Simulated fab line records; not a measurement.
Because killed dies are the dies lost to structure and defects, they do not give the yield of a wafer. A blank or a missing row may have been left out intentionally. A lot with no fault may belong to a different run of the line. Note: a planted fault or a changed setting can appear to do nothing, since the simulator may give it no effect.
fab line records	flow gf180mcu	part 2 of 2: steps 28 to 37 of 37
record: lots: 5	wafers: 15	last_day: 34
route steps=602 shown HV_LDD@214 NSD@235 PSD@248
lots untouched by any fault: they come from a run of this same line in which no faults occurred
start_h: hours from the record's first day to the start of the lot's first wafer shown	wait_h: hours elapsed since this lot's preceding step	" repeats the value in the row above	L1.1+2: several wafers, shown together as one row	- value missing, or start not given	* or withheld: withheld	< > ~ a bound
route shown NAME@n: names a module that has steps shown in the file, with the first one's number in the route	usual: the fault-free wafers' mean and standard deviation	same: alike in all rows	chamber/n: place in a boat	sites: the reading at each site	_std_site: the values' standard deviation	_edge_site: mean of outer sites minus mean of inner sites	radius_mm: for every site, how far away it sits from the centre of the wafer	mask NAME#n: copy n	behind: the tool/chamber that last shaped the wafer	hold: why the lot was held/for how many hours/how that ended	device: which transistor (n, p or np) failed to switch	end of line: the same wafers' tests at the end of the route	a step with no rows: only its recipe	killed: dies that structure and defects cost at the first sort, which is not the same as the wafer's yield	map: the dies of a wafer, with x for killed, . for not killed, _ for no die there
set.NAME: setting as actually run; set.NAME@STEP: the setting as run at that earlier step	model.NAME: the simulator's own value behind a step, which no gauge read
lots at some steps of the route; a table a step, a row a wafer
services: from which hour (start_h, from the record's first day; less than 0 if before it) a tool's chamber was out of use, for how many hours, and why
== steps ==
step: GF_NSD_DEVELOP_06
recipe: develop_time_s: 60	dev_temp_c: 23
usual: chill_plate_temp_C: 23.02/0.11
lot.wafer	tool	chamber	start_h	wait_h	chill_plate_temp_C
L079.2	litho_track-01	0	340.87	0.1	22.88
L079.3	"	0	"	"	23.03
L079.5	"	0	"	"	22.95
L081.4	litho_track-02	0	358.48	0.1	23.07
L081.5	"	0	"	"	22.99
L081.6	"	0	"	"	22.99
L090.3	litho_track-01	0	431.04	0.1	23.02
L090.5	"	0	"	"	23.07
L090.6	"	0	"	"	23.17
L091.1	litho_track-01	0	437.74	0.1	23.01
L091.2	"	0	"	"	23.03
L091.5	"	0	"	"	22.95
L097.3	litho_track-01	0	490.69	0.1	23.05
L097.4	"	0	"	"	22.85
L097.6	"	0	"	"	23.01
step: GF_NSD_CD_MEAS_07
recipe: target_cd_nm: 400
usual: cd_nm: 400.4/2.1
lot.wafer	tool	chamber	start_h	wait_h	cd_nm
L079.2	cd_sem-01	-	341.01	0.1	401.8
L079.3	"	-	"	"	401.1
L079.5	"	-	"	"	401.0
L081.4	cd_sem-01	-	358.62	0.1	402.1
L081.5	"	-	"	"	404.5
L081.6	"	-	"	"	403.3
L090.3	cd_sem-01	-	431.18	0.1	402.8
L090.5	"	-	"	"	403.1
L090.6	"	-	"	"	399.2
L091.1	cd_sem-02	-	437.89	0.1	399.9
L091.2	"	-	"	"	398.3
L091.5	"	-	"	"	400.9
L097.3	cd_sem-01	-	490.83	0.1	402.0
L097.4	"	-	"	"	403.8
L097.6	"	-	"	"	400.0
step: GF_NSD_OVL_MEAS_08
usual: NSD_OVL: -0.4/1.3
lot.wafer	tool	chamber	start_h	wait_h	NSD_OVL[nm]
L079.2	overlay-02	-	341.12	0.1	0.3
L079.3	"	-	"	"	-2.3
L079.5	"	-	"	"	1.2
L081.4	overlay-02	-	358.70	0.1	-1.4
L081.5	"	-	"	"	-0.6
L081.6	"	-	"	"	0.5
L090.3	overlay-02	-	431.27	0.1	0.6
L090.5	"	-	"	"	-0.2
L090.6	"	-	"	"	-0.5
L091.1	overlay-01	-	438.01	0.1	0.2
L091.2	"	-	"	"	-1.6
L091.5	"	-	"	"	0.8
L097.3	overlay-01	-	490.92	0.1	-2.5
L097.4	"	-	"	"	-2.3
L097.6	"	-	"	"	-3.4
step: GF_NSD_IMPLANT_09
recipe: species: As	energy_kev: 60	dose_cm2: 4e+15	tilt_deg: 7
lot.wafer	tool	chamber	start_h	wait_h
L079.2+3+5	implanter-03	0	341.18	0.0
L081.4+5+6	implanter-02	0	358.79	0.1
L090.3+5+6	implanter-03	0	431.35	0.1
L091.1+2+5	implanter-03	0	438.05	0.0
L097.3+4+6	implanter-02	0	491.00	0.1
step: GF_NSD_IMPLANT_10
recipe: species: P	energy_kev: 40	dose_cm2: 5e+14	tilt_deg: 7
lot.wafer	tool	chamber	start_h	wait_h
L079.2+3+5	implanter-03	0	341.33	0.1
L081.4+5+6	implanter-02	0	358.94	0.1
L090.3+5+6	implanter-03	0	431.50	0.1
L091.1+2+5	implanter-03	0	438.20	0.1
L097.3+4+6	implanter-02	0	491.15	0.1
step: GF_NSD_STRIP_11
recipe: chemistry: O2/N2	power_w: 1400	pressure_mtorr: 1500	platen_temp_c: 250	o2_flow_sccm: 3000	n2_flow_sccm: 300	overash_fraction: 0.5
usual: drypump_motor_current_A: 6.0/0.51	heater_power_w: 343/27	n2_flow_sccm: 300.1/0.9	oes_product_au: 0.487/0.0044	strip_time_to_endpoint_s: 22.96/0.037
same: overash_fraction: 0.5
lot.wafer	tool	chamber	start_h	wait_h	drypump_motor_current_A	heater_power_w	n2_flow_sccm	oes_product_au	rf_hours_counter_h	strip_time_to_endpoint_s
L079.2	plasma_asher-01	1	341.45	0.1	5.6	290	299.5	0.491	23	22.97
L079.3	"	1	"	"	5.7	291	299.2	0.486	-	22.96
L079.5	"	0	"	"	6.9	348	300.4	0.489	-	22.94
L081.4	plasma_asher-04	1	359.05	0.1	6.3	363	299.3	0.483	-	22.97
L081.5	"	1	"	"	6.3	365	300.0	0.483	-	22.94
L081.6	"	0	"	"	5.5	350	300.3	0.483	-	22.95
L090.3	plasma_asher-02	1	431.63	0.1	5.9	325	298.9	0.490	-	22.99
L090.5	"	0	"	"	5.4	377	301.0	0.494	-	22.97
L090.6	"	1	"	"	5.9	321	299.4	0.494	-	23.00
L091.1	plasma_asher-01	1	438.35	0.1	5.7	293	300.1	0.487	34	22.98
L091.2	"	0	"	"	6.8	358	300.3	0.487	34	22.95
L091.5	"	0	"	"	6.8	350	299.6	0.487	-	22.96
L097.3	plasma_asher-01	0	491.28	0.1	6.9	356	300.8	0.487	-	22.96
L097.4	"	1	"	"	5.6	288	301.2	0.483	-	23.00
L097.6	"	0	"	"	6.8	355	299.6	0.489	-	22.99
step: GF_NSD_TW_MEAS_12
usual: NSD_TW: 4275/27
lot.wafer	tool	chamber	start_h	wait_h	NSD_TW
L079.2	film_metro-03	-	341.56	0.1	4311
L079.3	"	-	"	"	4312
L079.5	"	-	"	"	4314
L081.4	film_metro-01	-	359.15	0.1	4330
L081.5	"	-	"	"	4341
L081.6	"	-	"	"	4324
L090.3	film_metro-01	-	431.72	0.1	4269
L090.5	"	-	"	"	4247
L090.6	"	-	"	"	4263
L091.1	film_metro-03	-	438.45	0.1	4287
L091.2	"	-	"	"	4264
L091.5	"	-	"	"	4270
L097.3	film_metro-03	-	491.37	0.1	4301
L097.4	"	-	"	"	4268
L097.6	"	-	"	"	4301
step: GF_PSD_DEHYDRATE_00
recipe: temp_c: 200	time_s: 60
usual: chill_plate_temp_C: 22.96/0.1
lot.wafer	tool	chamber	start_h	wait_h	chill_plate_temp_C
L079.2	litho_track-02	0	351.38	9.8	23.09
L079.3	"	0	"	"	23.11
L079.5	"	0	"	"	22.97
L081.4	litho_track-03	0	369.64	10.5	22.87
L081.5	"	0	"	"	23.10
L081.6	"	0	"	"	22.97
L090.3	litho_track-01	0	442.74	11.0	22.97
L090.5	"	0	"	"	22.84
L090.6	"	0	"	"	22.78
L091.1	litho_track-01	0	450.29	11.8	22.85
L091.2	"	0	"	"	22.99
L091.5	"	0	"	"	23.01
L097.3	litho_track-03	0	502.61	11.2	23.10
L097.4	"	0	"	"	22.88
L097.6	"	0	"	"	22.86
step: GF_PSD_HMDS_01
recipe: prime_time_s: 60	prime_temp_c: 120
usual: chill_plate_temp_C: 23.01/0.1
same: prime_time_s: 60
lot.wafer	tool	chamber	start_h	wait_h	chill_plate_temp_C
L079.2	litho_track-02	0	351.53	0.1	23.06
L079.3	"	0	"	"	22.92
L079.5	"	0	"	"	22.82
L081.4	litho_track-03	0	369.79	0.1	22.98
L081.5	"	0	"	"	22.92
L081.6	"	0	"	"	22.92
L090.3	litho_track-01	0	442.89	0.1	23.00
L090.5	"	0	"	"	22.98
L090.6	"	0	"	"	23.00
L091.1	litho_track-01	0	450.44	0.1	22.94
L091.2	"	0	"	"	23.02
L091.5	"	0	"	"	23.04
L097.3	litho_track-03	0	502.76	0.1	23.13
L097.4	"	0	"	"	23.17
L097.6	"	0	"	"	23.06
step: GF_PSD_COAT_02
recipe: resist: NOVOLAK	spin_rpm: 3000	resist_thk_nm: 1000
usual: chill_plate_temp_C: 23.00/0.1
lot.wafer	tool	chamber	start_h	wait_h	chill_plate_temp_C
L079.2	litho_track-02	0	351.68	0.1	22.98
L079.3	"	0	"	"	23.13
L079.5	"	0	"	"	22.97
L081.4	litho_track-03	0	369.94	0.1	22.96
L081.5	"	0	"	"	22.93
L081.6	"	0	"	"	22.93
L090.3	litho_track-01	0	443.04	0.1	23.03
L090.5	"	0	"	"	22.99
L090.6	"	0	"	"	23.10
L091.1	litho_track-01	0	450.59	0.1	23.19
L091.2	"	0	"	"	23.03
L091.5	"	0	"	"	22.99
L097.3	litho_track-03	0	502.91	0.1	23.03
L097.4	"	0	"	"	23.00
L097.6	"	0	"	"	22.99
== services ==
tool	chamber	start_h	hours	kind
lpcvd-02	-	287.54	14.6	pm
implanter-02	-	300.66	6.8	repair
iline_stepper-02	-	313.02	2.1	pm
rie_diel-02	1	317.16	5.7	repair
wet_bench-03	-	318.77	1.0	repair
rie_diel-02	-	320.04	4.3	pm
implanter-04	-	329.34	3.7	repair
implanter-02	-	330.70	4.9	repair
rie_diel-02	2	343.72	4.1	repair
plasma_asher-03	-	345.01	2.8	pm
wet_bench-02	-	349.78	2.1	repair
implanter-01	-	379.33	3.3	repair
rie_diel-04	-	398.94	2.8	pm
implanter-04	-	401.83	5.5	repair
plasma_asher-02	-	421.25	9.0	pm
implanter-04	-	423.72	1.3	repair
iline_stepper-02	-	425.74	1.7	pm
plasma_asher-01	-	428.40	1.1	repair
iline_stepper-01	-	431.31	1.7	pm
implanter-01	-	431.85	3.6	pm
implanter-01	-	436.42	2.6	repair
lpcvd-02	-	468.17	1.4	repair
plasma_asher-01	-	477.79	1.2	repair
rtp_anneal-01	-	499.65	3.7	pm
